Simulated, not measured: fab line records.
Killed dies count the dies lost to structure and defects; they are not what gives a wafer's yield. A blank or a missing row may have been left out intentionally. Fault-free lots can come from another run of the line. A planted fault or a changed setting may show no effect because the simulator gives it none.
fab line records	flow sky130
record: lots: 11	wafers: 33	last_day: 49
route steps=708 shown CAPM@538 METAL3@564 VIA3@589 PAD_OPEN@708
lots with no fault: from the same line, run without faults
start_h: hours from the record's first day to the start of the lot's first wafer shown	wait_h: hours elapsed since this lot's preceding step	" same as the row above	L1.1+2: a single row standing in for several wafers	- no value, or no start given	* or withheld: withheld	< > ~ a bound
route shown NAME@n: names a module that has steps shown in the file, with the first one's number in the route	usual: mean/standard deviation of fault-free wafers	same: alike in all rows	chamber/n: place in a boat	sites: the reading at each site	_std_site: their standard deviation	_edge_site: inner sites' mean taken away from outer sites' mean	radius_mm: how far each site lies from the wafer's centre	mask NAME#n: copy n	behind: the last tool/chamber to shape the wafer	hold: why the lot was held/for how many hours/how that ended	device: names the non-switching transistor (n, p or np)	end of line: the route-end tests of the same wafers	step lacking rows: just its recipe	killed: dies lost to structure and defects at the first sort, not the wafer's yield	map: shows each die of a wafer: x if killed, . if not, _ if none is there
set.NAME: the setting as run; set.NAME@STEP: as run at that earlier step	model.NAME: the simulator's own value behind a step, which no gauge read
a sample of lots followed through the steps of the route, with each step as a table and each wafer as a row
services: when a tool's chamber went out of use (start_h, in hours from the record's first day, below 0 if earlier), for how many hours, and the reason
== steps ==
step: SKY_CAPM_THK_MEAS_01
recipe: reads: SiO2_of_CAPM_CVD_00
usual: CAPM_CVD_00_THK: 15.50/0.23
lot.wafer	tool	chamber	start_h	wait_h	CAPM_CVD_00_THK[nm]
L514.3	film_metro-01	-	841.89	-	15.18
L514.5	"	-	"	"	15.44
L514.6	"	-	"	"	15.64
L513.1	film_metro-03	-	843.09	-	15.58
L513.2	"	-	"	"	15.50
L513.5	"	-	"	"	15.77
L515.1	film_metro-01	-	859.67	-	15.79
L515.3	"	-	"	"	15.68
L515.4	"	-	"	"	15.82
L516.2	film_metro-03	-	864.36	-	15.12
L516.4	"	-	"	"	15.38
L516.6	"	-	"	"	15.16
L518.4	film_metro-01	-	901.82	-	15.76
L518.5	"	-	"	"	15.66
L518.6	"	-	"	"	15.60
L523.2	film_metro-03	-	918.95	-	15.61
L523.3	"	-	"	"	15.51
L523.6	"	-	"	"	15.65
L524.3	film_metro-01	-	934.98	-	15.73
L524.4	"	-	"	"	15.75
L524.6	"	-	"	"	15.69
L526.1	film_metro-03	-	949.48	-	15.50
L526.2	"	-	"	"	15.24
L526.4	"	-	"	"	15.78
L529.1	film_metro-03	-	968.43	-	15.27
L529.4	"	-	"	"	15.53
L529.6	"	-	"	"	15.51
L532.3	film_metro-02	-	983.79	-	15.17
L532.5	"	-	"	"	15.66
L532.6	"	-	"	"	15.90
L535.1	film_metro-01	-	998.61	-	15.26
L535.2	"	-	"	"	15.23
L535.4	"	-	"	"	15.48
step: SKY_METAL3_OVL_MEAS_14
usual: METAL3_OVL: 0/5.9
lot.wafer	tool	chamber	start_h	wait_h	METAL3_OVL[nm]
L514.3	overlay-02	-	893.27	0.1	-5
L514.5	"	-	"	"	4
L514.6	"	-	"	"	-4
L513.1	overlay-02	-	894.62	0.1	-2
L513.2	"	-	"	"	-2
L513.5	"	-	"	"	-17
L515.1	overlay-02	-	910.46	0.1	14
L515.3	"	-	"	"	13
L515.4	"	-	"	"	10
L516.2	overlay-02	-	915.72	0.1	-1
L516.4	"	-	"	"	-1
L516.6	"	-	"	"	-4
L518.4	overlay-02	-	951.48	0.1	5
L518.5	"	-	"	"	-1
L518.6	"	-	"	"	1
L523.2	overlay-02	-	967.37	0.1	-1
L523.3	"	-	"	"	-6
L523.6	"	-	"	"	-4
L524.3	overlay-02	-	984.38	0.1	2
L524.4	"	-	"	"	-5
L524.6	"	-	"	"	-1
L526.1	overlay-01	-	1000.46	0.1	-7
L526.2	"	-	"	"	-2
L526.4	"	-	"	"	-8
L529.1	overlay-01	-	1018.21	0.1	8
L529.4	"	-	"	"	7
L529.6	"	-	"	"	4
L532.3	overlay-01	-	1029.78	0.1	2
L532.5	"	-	"	"	3
L532.6	"	-	"	"	0
L535.1	overlay-01	-	1043.36	0.1	6
L535.2	"	-	"	"	7
L535.4	"	-	"	"	14
step: SKY_METAL3_DESCUM_15
recipe: chemistry: O2	source_power_w: 150	bias_power_w: 0	pressure_mtorr: 10	temp_c: 40	time_s: 8
usual: drypump_motor_current_A: 5.8/0.5	oes_product_au: 1.006/0.011	temp_c: 40.03/0.096
lot.wafer	tool	chamber	start_h	wait_h	drypump_motor_current_A	oes_product_au	rf_hours_counter_h	temp_c
L514.3	rie_metal-03	1	893.31	0.0	6.4	1.006	-	40.04
L514.5	"	1	"	"	6.4	1.004	-	39.93
L514.6	"	0	"	"	6.0	1.005	-	40.05
L513.1	rie_metal-01	1	894.65	0.0	6.1	1.011	5	40.10
L513.2	"	0	"	"	4.9	1.000	9	39.77
L513.5	"	1	"	"	6.1	1.016	-	40.11
L515.1	rie_metal-02	1	910.50	0.0	6.1	1.000	0	39.89
L515.3	"	0	"	"	5.5	1.021	-	40.01
L515.4	"	1	"	"	6.1	1.008	-	39.96
L516.2	rie_metal-02	1	915.75	0.0	6.1	1.003	0	40.04
L516.4	"	0	"	"	5.5	1.029	-	39.95
L516.6	"	0	"	"	5.5	1.012	-	39.90
L518.4	rie_metal-01	1	951.51	0.0	6.1	1.014	-	40.16
L518.5	"	1	"	"	6.1	1.007	-	40.09
L518.6	"	0	"	"	4.9	0.997	-	40.00
L523.2	rie_metal-02	1	967.40	0.0	6.1	0.998	3	40.17
L523.3	"	1	"	"	6.1	1.012	-	40.10
L523.6	"	1	"	"	6.1	1.002	-	40.19
L524.3	rie_metal-03	0	984.41	0.0	6.0	1.008	-	40.04
L524.4	"	1	"	"	6.4	1.008	-	40.01
L524.6	"	1	"	"	6.4	0.998	-	40.05
L526.1	rie_metal-02	0	1000.50	0.0	5.5	1.006	19	40.09
L526.2	"	1	"	"	6.0	0.997	5	39.94
L526.4	"	0	"	"	5.5	1.014	-	40.08
L529.1	rie_metal-02	1	1018.25	0.0	6.1	1.004	7	39.95
L529.4	"	1	"	"	6.1	1.007	-	40.00
L529.6	"	0	"	"	5.5	1.032	-	39.97
L532.3	rie_metal-02	1	1029.81	0.0	6.1	1.000	-	40.11
L532.5	"	0	"	"	5.5	1.027	-	39.94
L532.6	"	1	"	"	6.1	1.006	-	39.98
L535.1	rie_metal-02	0	1043.40	0.0	5.5	1.019	22	40.08
L535.2	"	1	"	"	6.1	1.009	8	39.95
L535.4	"	1	"	"	6.0	0.995	-	39.97
step: SKY_VIA3_STRIP_16
recipe: chemistry: O2/N2	power_w: 1400	pressure_mtorr: 1500	platen_temp_c: withheld	o2_flow_sccm: 3000	n2_flow_sccm: 300	overash_fraction: 0.5
usual: chamber_pressure_mTorr: 1500.2/1.4	drypump_motor_current_A: 6.0/0.53	n2_flow_sccm: 300.1/0.89	oes_product_au: 0.402/0.004	strip_time_to_endpoint_s: 4.123/0.026
lot.wafer	tool	chamber	start_h	wait_h	chamber_pressure_mTorr	drypump_motor_current_A	n2_flow_sccm	oes_product_au	rf_hours_counter_h	strip_time_to_endpoint_s
L514.3	plasma_asher-04	1	919.94	0.1	1500.7	6.2	300.1	0.400	-	4.114
L514.5	"	0	"	"	1499.8	5.3	299.5	0.407	-	4.109
L514.6	"	1	"	"	1500.0	6.3	299.7	0.396	-	4.135
L513.1	plasma_asher-02	0	921.20	0.0	1500.6	5.3	298.3	0.401	113	4.125
L513.2	"	1	"	"	1499.2	6.6	300.8	0.397	113	4.159
L513.5	"	0	"	"	1497.4	5.3	300.3	0.403	-	4.127
L515.1	plasma_asher-01	1	936.55	0.0	1500.5	6.4	300.7	0.408	49	4.165
L515.3	"	1	"	"	1500.0	6.5	299.7	0.402	-	4.087
L515.4	"	0	"	"	1499.5	5.6	301.8	0.400	-	4.140
L516.2	plasma_asher-02	1	942.67	0.0	1500.1	6.6	300.4	0.398	115	4.144
L516.4	"	1	"	"	1501.5	6.6	301.7	0.405	-	4.144
L516.6	"	0	"	"	1500.9	5.3	299.9	0.399	-	4.131
L518.4	plasma_asher-01	0	977.16	0.1	1498.1	5.6	299.5	0.409	-	4.081
L518.5	"	0	"	"	1500.6	5.6	299.4	0.403	-	4.130
L518.6	"	1	"	"	1501.0	6.4	300.6	0.402	-	4.092
L523.2	plasma_asher-01	0	994.65	0.0	-	-	-	-	-	-
L523.3	"	0	"	"	-	-	-	-	-	-
L523.6	"	0	"	"	-	-	-	-	-	-
L524.3	plasma_asher-02	0	1009.54	0.1	-	-	-	-	-	-
L524.4	"	1	"	"	-	-	-	-	-	-
L524.6	"	1	"	"	-	-	-	-	-	-
L526.1	plasma_asher-04	1	1024.80	0.0	1501.2	6.3	299.7	0.405	27	4.142
L526.2	"	0	"	"	1503.6	5.3	299.6	0.400	27	4.153
L526.4	"	1	"	"	1500.6	6.3	300.8	0.403	-	4.137
L529.1	plasma_asher-02	0	1041.60	0.0	1500.3	5.3	300.9	0.403	126	4.124
L529.4	"	1	"	"	1498.7	6.6	301.2	0.401	-	4.122
L529.6	"	0	"	"	1499.7	5.3	299.7	0.409	-	4.146
L532.3	plasma_asher-02	0	1052.08	0.1	1501.6	5.3	299.4	0.399	-	4.080
L532.5	"	0	"	"	1499.4	5.3	300.9	0.392	-	4.117
L532.6	"	1	"	"	1501.1	6.7	300.2	0.409	-	4.149
L535.1	plasma_asher-02	1	1065.48	0.0	1498.1	6.5	300.2	0.398	0	4.104
L535.2	"	0	"	"	1500.7	5.3	298.9	0.398	0	4.116
L535.4	"	1	"	"	1502.2	6.6	298.6	0.405	-	4.122
step: SKY_PAD_OPEN_PROBE_99
usual: defect_limited_yield: 82.7/1.9	killed_at_M0_to_M3: 43/6.8	killed_at_M4_up: 2.9/1.7	killed_at_contacts: 24/5.4	killed_at_front_end: 15/4.8	killed_at_other: 0.3/0.57	killed_dies: 85/9.4	killed_on_rim: 16/4	killed_open: 47/7.5	killed_short: 38/5.7	sort_bin_3_pad_short: 0.8/0.37	sort_bin_5_function: 10.2/1.5	sort_bin_6_memory: 6.2/1.1	sort_n_pass: 407/9.4	sort_yield_pct: 82.7/1.9
same: gross_dies: 492	killed_at_back_side: 0	sort_bin_4_leakage[%]: 0	sort_bin_8_speed[%]: 0
lot.wafer	tool	chamber	start_h	wait_h	hold	defect_limited_yield[%]	killed_at_M0_to_M3	killed_at_M4_up	killed_at_contacts	killed_at_front_end	killed_at_other	killed_dies	killed_on_rim	killed_open	killed_short	sort_bin_3_pad_short[%]	sort_bin_5_function[%]	sort_bin_6_memory[%]	sort_n_pass	sort_yield_pct[%]
L514.3	prober-01	-	1065.39	0.2	-	84.3	42	4	21	10	0	77	12	46	31	0.8	6.9	7.9	415	84.3
L514.5	prober-01	-	1065.49	0.2	-	84.8	35	1	32	7	0	75	14	42	33	0.4	9.3	5.5	417	84.8
L514.6	prober-01	-	1065.54	0.2	-	85.0	38	0	19	17	0	74	13	49	25	0.2	10.6	4.3	418	85.0
L513.1	prober-02	-	1070.34	0.1	-	80.5	52	0	31	13	0	96	15	49	47	1.6	10.4	7.5	396	80.5
L513.2	prober-02	-	1070.39	0.1	-	84.1	43	1	21	12	1	78	15	39	39	1.2	9.6	5.1	414	84.1
L513.5	prober-02	-	1070.54	0.2	-	82.3	45	0	32	10	0	87	15	52	35	0.8	10.0	6.9	405	82.3
L515.1	prober-01	-	1080.43	0.1	-	84.1	35	3	24	16	0	78	16	45	33	0.8	6.3	8.7	414	84.1
L515.3	prober-01	-	1080.53	0.2	-	82.7	42	4	26	11	2	85	22	44	41	1.0	10.4	5.9	407	82.7
L515.4	prober-01	-	1080.58	0.2	-	84.1	44	2	16	16	0	78	12	42	36	0.6	8.9	6.3	414	84.1
L516.2	prober-02	-	1084.74	0.1	-	82.3	39	5	24	19	0	87	19	48	39	0.8	10.8	6.1	405	82.3
L516.4	prober-02	-	1084.84	0.2	-	82.9	35	6	21	22	0	84	14	36	48	0.6	9.8	6.7	408	82.9
L516.6	prober-02	-	1084.94	0.2	-	80.5	48	3	21	24	0	96	20	53	43	0.8	11.6	7.1	396	80.5
L518.4	prober-01	-	1113.96	0.2	-	82.7	50	2	21	12	0	85	12	56	29	1.6	10.2	5.5	407	82.7
L518.5	prober-01	-	1114.01	0.2	-	82.7	51	2	22	10	0	85	13	52	33	0.6	10.6	6.1	407	82.7
L518.6	prober-01	-	1114.06	0.2	-	77.4	67	7	22	15	0	111	27	65	46	0.8	13.6	8.1	381	77.4
L523.2	prober-01	-	1129.17	0.1	await_dispo/3.2h/scrap	0	444	6	26	16	0	492	96	52	42	0.6	91.5	7.9	0	0
L523.3	prober-01	-	1129.22	0.2	await_dispo/3.2h/scrap	0	442	5	31	14	0	492	96	51	43	1.2	91.9	6.9	0	0
L523.6	prober-01	-	1129.37	0.2	await_dispo/3.2h/scrap	0	441	2	32	17	0	492	96	39	43	0.8	92.5	6.7	0	0
L524.3	prober-02	-	1141.69	0.2	await_dispo/3.6h/scrap	0	456	3	21	11	1	492	96	30	47	0.6	93.9	5.5	0	0
L524.4	prober-02	-	1141.74	0.2	await_dispo/3.6h/scrap	0	460	3	14	15	0	492	96	39	37	1.4	92.7	5.9	0	0
L524.6	prober-02	-	1141.84	0.2	await_dispo/3.6h/scrap	0	447	2	26	16	1	492	96	58	38	0.6	91.7	7.7	0	0
L526.1	prober-02	-	1151.99	0.1	-	83.9	33	4	21	20	1	79	14	41	38	0.8	9.1	6.1	413	83.9
L526.2	prober-02	-	1152.04	0.1	-	80.7	45	4	28	18	0	95	22	56	39	0.4	10.6	8.3	397	80.7
L526.4	prober-02	-	1152.14	0.2	-	85.8	31	2	25	11	1	70	16	41	29	0.4	8.3	5.5	422	85.8
L529.1	prober-02	-	1169.27	0.1	-	80.7	48	3	29	15	0	95	22	53	42	1.2	10.8	7.3	397	80.7
L529.4	prober-02	-	1169.42	0.2	-	82.7	38	2	29	16	0	85	18	43	42	1.4	10.8	5.1	407	82.7
L529.6	prober-02	-	1169.52	0.2	-	81.7	50	2	26	12	0	90	17	43	47	0.4	11.2	6.7	402	81.7
L532.3	prober-02	-	1173.32	0.2	-	88.6	31	1	19	5	0	56	11	29	27	0.6	6.7	4.1	436	88.6
L532.5	prober-02	-	1173.42	0.2	-	86.4	41	5	12	8	1	67	18	32	35	0.4	8.1	5.1	425	86.4
L532.6	prober-02	-	1173.47	0.2	-	84.8	37	4	23	10	1	75	15	43	32	0.6	9.8	4.9	417	84.8
L535.1	prober-01	-	1184.58	0.1	-	82.7	39	2	25	19	0	85	13	45	40	1.2	9.6	6.5	407	82.7
L535.2	prober-01	-	1184.63	0.1	-	82.7	35	1	22	26	1	85	17	47	38	1.0	9.8	6.5	407	82.7
L535.4	prober-01	-	1184.73	0.2	-	83.5	42	2	24	13	0	81	20	34	47	1.4	8.5	6.5	411	83.5
killed by level:class
L514.3 VIA1:geometric_particle:open=12 CONTACT:geometric_particle:open=8 VIA1:geometric_particle:short=6 VIA3:geometric_particle:open=6 FIELD_ISO:geometric_particle:open=5 LI_CONTACT:geometric_particle:open=5 LOCAL_INTERCONNECT:geometric_particle:short=4 METAL2:geometric_particle:short=4
L514.5 VIA3:geometric_particle:open=10 CONTACT:geometric_particle:open=9 LI_CONTACT:geometric_particle:open=6 LI_CONTACT:geometric_particle:short=6 VIA1:geometric_particle:open=6 LOCAL_INTERCONNECT:geometric_particle:short=5 METAL1:geometric_particle:short=5 CONTACT:geometric_particle:short=4
L514.6 VIA1:geometric_particle:open=18 POLY_GATE:geometric_particle:open=7 CONTACT:geometric_particle:open=6 LI_CONTACT:geometric_particle:open=5 CONTACT:geometric_particle:short=5 FIELD_ISO:geometric_particle:open=3 POLY_GATE:geometric_particle:short=3 METAL2:geometric_particle:short=3
L513.1 VIA1:geometric_particle:open=15 CONTACT:geometric_particle:open=12 CONTACT:geometric_particle:short=9 METAL3:geometric_particle:short=7 LOCAL_INTERCONNECT:geometric_particle:short=6 VIA1:geometric_particle:short=5 VIA2:geometric_particle:short=5 FIELD_ISO:geometric_particle:open=4
L513.2 CONTACT:geometric_particle:open=7 VIA1:geometric_particle:open=7 VIA3:geometric_particle:open=7 LI_CONTACT:geometric_particle:open=6 VIA1:geometric_particle:short=5 VIA2:geometric_particle:short=5 FIELD_ISO:geometric_particle:short=4 CONTACT:geometric_particle:short=4
L513.5 CONTACT:geometric_particle:open=16 VIA1:geometric_particle:open=12 VIA2:geometric_particle:open=10 METAL2:geometric_particle:short=6 CONTACT:geometric_particle:short=5 POLY_GATE:geometric_particle:short=4 LI_CONTACT:geometric_particle:short=4 VIA3:geometric_particle:open=4
L515.1 CONTACT:geometric_particle:open=11 VIA2:geometric_particle:open=8 VIA1:geometric_particle:open=6 FIELD_ISO:geometric_particle:short=5 POLY_GATE:geometric_particle:open=5 METAL1:geometric_particle:short=5 LI_CONTACT:geometric_particle:open=5 VIA3:geometric_particle:open=5
L515.3 LI_CONTACT:geometric_particle:open=10 CONTACT:geometric_particle:open=9 VIA2:geometric_particle:open=8 CONTACT:geometric_particle:short=6 METAL1:geometric_particle:short=6 VIA1:geometric_particle:open=5 METAL2:geometric_particle:short=5 FIELD_ISO:geometric_particle:short=4
L515.4 VIA2:geometric_particle:open=11 VIA1:geometric_particle:open=10 FIELD_ISO:geometric_particle:short=6 LI_CONTACT:geometric_particle:open=6 METAL2:geometric_particle:short=6 FIELD_ISO:geometric_particle:open=5 CONTACT:geometric_particle:open=4 VIA1:geometric_particle:short=4
L516.2 CONTACT:geometric_particle:open=12 METAL1:geometric_particle:short=7 METAL2:geometric_particle:short=7 LI_CONTACT:geometric_particle:open=6 FIELD_ISO:geometric_particle:open=5 POLY_GATE:geometric_particle:open=5 VIA2:geometric_particle:open=5 VIA3:geometric_particle:open=5
L516.4 POLY_GATE:geometric_particle:short=9 VIA1:geometric_particle:open=8 CONTACT:geometric_particle:open=8 METAL1:geometric_particle:short=8 METAL2:geometric_particle:short=6 VIA2:geometric_particle:open=6 FIELD_ISO:geometric_particle:short=5 CONTACT:geometric_particle:short=5
L516.6 CONTACT:geometric_particle:open=12 FIELD_ISO:geometric_particle:short=9 VIA3:geometric_particle:open=9 VIA1:geometric_particle:open=8 METAL2:geometric_particle:short=7 POLY_GATE:geometric_particle:open=6 FIELD_ISO:geometric_particle:open=5 VIA1:geometric_particle:short=5
L518.4 VIA1:geometric_particle:open=16 CONTACT:geometric_particle:open=10 VIA2:geometric_particle:open=7 METAL1:geometric_particle:short=6 VIA3:geometric_particle:open=6 CONTACT:geometric_particle:short=5 POLY_GATE:geometric_particle:open=4 VIA3:geometric_particle:short=4
L518.5 VIA1:geometric_particle:open=17 CONTACT:geometric_particle:open=9 VIA3:geometric_particle:open=7 VIA2:geometric_particle:open=6 VIA2:geometric_particle:short=6 LOCAL_INTERCONNECT:geometric_particle:short=5 LI_CONTACT:geometric_particle:open=4 METAL1:geometric_particle:short=4
L518.6 VIA1:geometric_particle:open=25 VIA2:geometric_particle:open=9 VIA1:geometric_particle:short=9 VIA3:geometric_particle:open=9 CONTACT:geometric_particle:open=8 METAL4:geometric_particle:short=5 POLY_GATE:geometric_particle:open=4 LOCAL_INTERCONNECT:geometric_particle:short=4
L523.2 VIA3:area_sputter=398 LI_CONTACT:geometric_particle:open=8 VIA1:geometric_particle:open=8 VIA3:geometric_particle:open=8 CONTACT:geometric_particle:open=6 VIA2:geometric_particle:open=6 VIA1:geometric_particle:short=5 CONTACT:geometric_particle:short=5
L523.3 VIA3:area_sputter=398 LI_CONTACT:geometric_particle:open=11 VIA3:geometric_particle:open=11 CONTACT:geometric_particle:open=8 METAL1:geometric_particle:short=6 FIELD_ISO:geometric_particle:short=5 VIA1:geometric_particle:open=5 METAL2:geometric_particle:short=5
L523.6 VIA3:area_sputter=410 CONTACT:geometric_particle:open=13 METAL1:geometric_particle:short=8 POLY_GATE:geometric_particle:short=6 LI_CONTACT:geometric_particle:open=6 LOCAL_INTERCONNECT:geometric_particle:short=6 VIA3:geometric_particle:open=5 FIELD_ISO:geometric_particle:short=4
L524.3 VIA3:area_sputter=415 CONTACT:geometric_particle:open=10 METAL2:geometric_particle:short=7 METAL1:geometric_particle:short=6 VIA3:geometric_particle:open=6 VIA1:geometric_particle:open=5 VIA2:geometric_particle:open=5 LOCAL_INTERCONNECT:geometric_particle:short=4
L524.4 VIA3:area_sputter=416 VIA1:geometric_particle:open=14 VIA1:geometric_particle:short=6 CONTACT:geometric_particle:open=5 VIA3:geometric_particle:open=5 METAL1:geometric_particle:short=4 FIELD_ISO:geometric_particle:open=3 FIELD_ISO:geometric_particle:short=3
L524.6 VIA3:area_sputter=396 CONTACT:geometric_particle:open=15 VIA1:geometric_particle:open=11 VIA3:geometric_particle:open=9 VIA1:geometric_particle:short=9 FIELD_ISO:geometric_particle:short=7 LI_CONTACT:geometric_particle:open=7 METAL2:geometric_particle:short=4
L526.1 LI_CONTACT:geometric_particle:open=8 VIA1:geometric_particle:open=7 VIA2:geometric_particle:open=7 CONTACT:geometric_particle:open=6 POLY_GATE:geometric_particle:short=5 LOCAL_INTERCONNECT:geometric_particle:short=4 VIA1:geometric_particle:short=4 METAL1:geometric_particle:short=4
L526.2 VIA1:geometric_particle:open=12 CONTACT:geometric_particle:open=9 VIA2:geometric_particle:open=9 LI_CONTACT:geometric_particle:open=8 VIA1:geometric_particle:short=6 VIA3:geometric_particle:open=5 LI_CONTACT:geometric_particle:short=5 SPACER:geometric_particle:open=5
L526.4 LI_CONTACT:geometric_particle:open=9 VIA1:geometric_particle:open=8 CONTACT:geometric_particle:open=7 CONTACT:geometric_particle:short=5 VIA2:geometric_particle:open=5 LOCAL_INTERCONNECT:geometric_particle:short=4 METAL1:geometric_particle:short=3 METAL2:geometric_particle:short=3
L529.1 CONTACT:geometric_particle:open=14 VIA1:geometric_particle:open=11 METAL1:geometric_particle:short=8 CONTACT:geometric_particle:short=7 VIA2:geometric_particle:open=7 VIA1:geometric_particle:short=6 VIA3:geometric_particle:open=6 FIELD_ISO:geometric_particle:open=5
L529.4 METAL1:geometric_particle:short=10 VIA3:geometric_particle:open=8 LI_CONTACT:geometric_particle:open=8 VIA1:geometric_particle:open=8 CONTACT:geometric_particle:open=7 CONTACT:geometric_particle:short=6 FIELD_ISO:geometric_particle:open=5 LI_CONTACT:geometric_particle:short=4
L529.6 CONTACT:geometric_particle:open=8 VIA1:geometric_particle:open=8 METAL1:geometric_particle:short=7 LI_CONTACT:geometric_particle:open=7 VIA2:geometric_particle:open=7 CONTACT:geometric_particle:short=6 METAL2:geometric_particle:short=6 VIA1:geometric_particle:short=5
L532.3 VIA1:geometric_particle:open=6 CONTACT:geometric_particle:open=6 VIA3:geometric_particle:open=6 LI_CONTACT:geometric_particle:short=4 LI_CONTACT:geometric_particle:open=4 CONTACT:geometric_particle:short=4 METAL1:geometric_particle:short=3 VIA1:geometric_particle:short=3
L532.5 VIA1:geometric_particle:open=14 METAL3:geometric_particle:short=5 METAL4:geometric_particle:short=5 LOCAL_INTERCONNECT:geometric_particle:short=4 CONTACT:geometric_particle:open=4 METAL1:geometric_particle:short=4 METAL2:geometric_particle:short=4 POLY_GATE:geometric_particle:open=3
L532.6 CONTACT:geometric_particle:open=12 VIA1:geometric_particle:open=9 VIA2:geometric_particle:open=7 VIA3:geometric_particle:open=6 LOCAL_INTERCONNECT:geometric_particle:short=5 LI_CONTACT:geometric_particle:open=4 VIA3:geometric_particle:short=4 METAL1:geometric_particle:short=4
L535.1 VIA1:geometric_particle:open=9 CONTACT:geometric_particle:open=8 LOCAL_INTERCONNECT:geometric_particle:short=7 FIELD_ISO:geometric_particle:open=5 POLY_GATE:geometric_particle:open=5 CONTACT:geometric_particle:short=5 METAL1:geometric_particle:short=5 VIA2:geometric_particle:open=5
L535.2 FIELD_ISO:geometric_particle:short=10 LI_CONTACT:geometric_particle:open=9 VIA1:geometric_particle:open=9 FIELD_ISO:geometric_particle:open=7 CONTACT:geometric_particle:open=7 VIA3:geometric_particle:open=7 CONTACT:geometric_particle:short=4 METAL1:geometric_particle:short=4
L535.4 LI_CONTACT:geometric_particle:open=9 METAL2:geometric_particle:short=6 METAL3:geometric_particle:short=5 VIA2:geometric_particle:open=5 VIA2:geometric_particle:short=5 METAL1:geometric_particle:short=4 LI_CONTACT:geometric_particle:short=4 CONTACT:geometric_particle:short=4
== services ==
tool	chamber	start_h	hours	kind
rie_metal-02	1	884.07	-	clean
rie_metal-02	1	884.07	21.5	scheduled_down
rie_metal-02	1	884.07	21.5	vent_cycle
plasma_asher-01	-	885.54	10.4	repair
plasma_asher-01	-	909.22	1.1	repair
plasma_asher-04	-	916.56	0.7	repair
plasma_asher-04	-	936.03	3.9	repair
plasma_asher-04	-	960.05	0.6	repair
plasma_asher-01	-	965.74	7.1	repair
rie_metal-02	0	982.48	9.1	repair
plasma_asher-01	-	987.00	1.7	repair
plasma_asher-04	-	1002.46	14.6	pm
rie_metal-01	-	1005.90	2.8	pm
plasma_asher-02	-	1055.25	9.0	pm
plasma_asher-02	0	1055.25	9.0	vent_cycle
plasma_asher-02	1	1055.25	9.0	vent_cycle
plasma_asher-02	0	1064.25	-	clean
plasma_asher-02	1	1064.25	-	clean
== key ==
first_sign: step: SKY_VIA3_STRIP_16	reading: tool_record	direction: missing
effect: step: SKY_PAD_OPEN_PROBE_99	reading: killed_at_M0_to_M3	direction: up	sigmas: 60	usual: 43	struck: 448
more_kills_born_at: SKY_VIA3_SPUTTER_20@pvd_sputter-01: 1227	SKY_VIA3_SPUTTER_20@pvd_sputter-04: 1206
met_at SKY_VIA3_STRIP_16
struck_lots L523,L524
later_rows_left_out L523.2,L523.3,L523.6,L524.3,L524.4,L524.6
not_acting_at SKY_CAPM_THK_MEAS_01,SKY_METAL3_OVL_MEAS_14,SKY_METAL3_DESCUM_15
onset_between 977.16 994.65
fault: kind: skipped_step_whole	tool: plasma_asher-01,plasma_asher-02	chamber: -	onset_h: 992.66	steps: SKY_VIA3_STRIP_16	scope: struck_lots_only
later_rows_left_out: the simulator's readings of these wafers behind a module that went badly wrong aren't trusted and aren't shown, but for the sort
